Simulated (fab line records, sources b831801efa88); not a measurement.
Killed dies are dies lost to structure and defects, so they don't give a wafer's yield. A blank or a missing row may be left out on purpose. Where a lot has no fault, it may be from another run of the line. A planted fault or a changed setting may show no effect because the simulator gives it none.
Lot-split experiment | flow sfq line | 23 wafers read from 5 lots, route of 325 steps

## ABOUT THE SPLIT
At SFQ_TRILAYER_I3_DEP_PECVD_081 (deposits SiO2 from SiH4/N2O, time 111.11 s, target thk 500 nm), the setting time s was moved away from the recipe's 111.11 s on 10 of the 23 wafers read, by -13.8% to +14.2%. All remaining wafers had this setting at the recipe value.

Reading taken at the split's own step.

## THE READING
SiO2_of_TRILAYER_I3_DEP_PECVD_081.thk nm (the simulator's own value, which no gauge read), in nm, at SFQ_TRILAYER_I3_DEP_PECVD_081 (deposits SiO2 from SiH4/N2O, time 111.11 s, target thk 500 nm). No usual value for it is given in the file. Across the 13 wafers here that went through the recipe, the average is 504.7 nm and the standard deviation 6.5 nm.

wafer  | tool, chamber at the split | time s as run, s | against the recipe | SiO2_of_TRILAYER_I3_DEP_PECVD_081.thk nm, nm | against lot-mates on the recipe
L074.1 | pecvd-01, 0                | 111.11           | recipe             | 503.1                                        | -
L074.3 | pecvd-01, 1                | 111.11           | recipe             | 502.1                                        | -
L074.6 | pecvd-01, 1                | 111.11           | recipe             | 508.7                                        | -
L075.2 | pecvd-02, 1                | 111.11           | recipe             | 504.6                                        | -
L075.3 | pecvd-02, 2                | 111.11           | recipe             | 495.2                                        | -
L075.4 | pecvd-02, 2                | 111.11           | recipe             | 505.3                                        | -
L075.5 | pecvd-02, 1                | 98.37            | -11.5%             | 458.3                                        | -43.4
L075.6 | pecvd-02, 0                | 98.37            | -11.5%             | 453.7                                        | -48.0
L079.1 | pecvd-04, 1                | 111.11           | recipe             | 494.9                                        | -
L079.3 | pecvd-04, 2                | 95.77            | -13.8%             | 436.8                                        | -65.8
L079.4 | pecvd-04, 2                | 95.77            | -13.8%             | 441.3                                        | -61.3
L079.5 | pecvd-04, 1                | 111.11           | recipe             | 503.1                                        | -
L079.6 | pecvd-04, 0                | 111.11           | recipe             | 509.8                                        | -
L083.1 | pecvd-04, 2                | 111.11           | recipe             | 504.8                                        | -
L083.2 | pecvd-04, 1                | 126.9            | +14.2%             | 559.4                                        | +54.7
L083.3 | pecvd-04, 0                | 111.11           | recipe             | 504.6                                        | -
L083.4 | pecvd-04, 0                | 126.9            | +14.2%             | 578.1                                        | +73.4
L083.6 | pecvd-04, 1                | 126.9            | +14.2%             | 570.9                                        | +66.2
L084.1 | pecvd-02, 2                | 111.11           | recipe             | 502.9                                        | -
L084.2 | pecvd-02, 1                | 97.61            | -12.2%             | 437                                          | -75.6
L084.3 | pecvd-02, 0                | 97.61            | -12.2%             | 445.4                                        | -67.2
L084.4 | pecvd-02, 0                | 111.11           | recipe             | 522.3                                        | -
L084.5 | pecvd-02, 2                | 97.61            | -12.2%             | 446.4                                        | -66.2

FIT RESULTS
A straight line over all 23 wafers: SiO2_of_TRILAYER_I3_DEP_PECVD_081.thk nm changes by +4.68 nm for each +1% of time s; r = +0.99; the points scatter about the line by 6.7 nm.
The same after taking each lot's own level away (the mean of its wafers on the recipe; 23 wafers): +4.76 nm for each +1%; r = +0.98; scatter 7.7 nm.
That fit puts the effect of the largest move of time s on the reading at 68 nm.
The lots' own levels span 501.70 to 512.60 nm, that is 1.7 times the standard deviation above.
Hence the lot-to-lot level has little effect on the slope; both slopes agree.
Check: +69.8 nm against its lot-mates is what the line predicts for one of the wafers moved furthest among these (+14.2%) when that wafer is left out of the fit. It came out at +54.7 nm against them.

## OTHER SPLITS APPLIED TO THESE WAFERS
Before the reading, these wafers also passed through other splits. Each is held against what the fit with the lots' levels taken away leaves over:
other split on the same wafers               | wafers away from the commonest value | r with SiO2_of_TRILAYER_I3_DEP_PECVD_081.thk nm (lot level and that fit taken away)
SFQ_TRILAYER_M3_LITHO_COAT_075 resist thk nm | 7                                    | -0.22

## THE WHOLE CHAIN: every reading that the file lists as answering this split, in the file's order
step                          | what it does                                                  | reading                                                                                   | change (the file's fit)              | r (the file's)
SFQ_TRILAYER_I3_DEP_PECVD_081 | deposits SiO2 from SiH4/N2O, time 111.11 s, target thk 500 nm | SiO2_of_TRILAYER_I3_DEP_PECVD_081.thk nm (the simulator's own value, which no gauge read) | +4.72 nm for each +1% of the setting | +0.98
SFQ_TRILAYER_I3_CMP_CMP_082   | polishes SiO2                                                 | time to endpoint s                                                                        | withheld for each +1% of the setting | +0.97

## THE FILE'S OWN FIT
SiO2_of_TRILAYER_I3_DEP_PECVD_081.thk nm changes by +4.72 nm for each +1% of time s, r = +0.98.
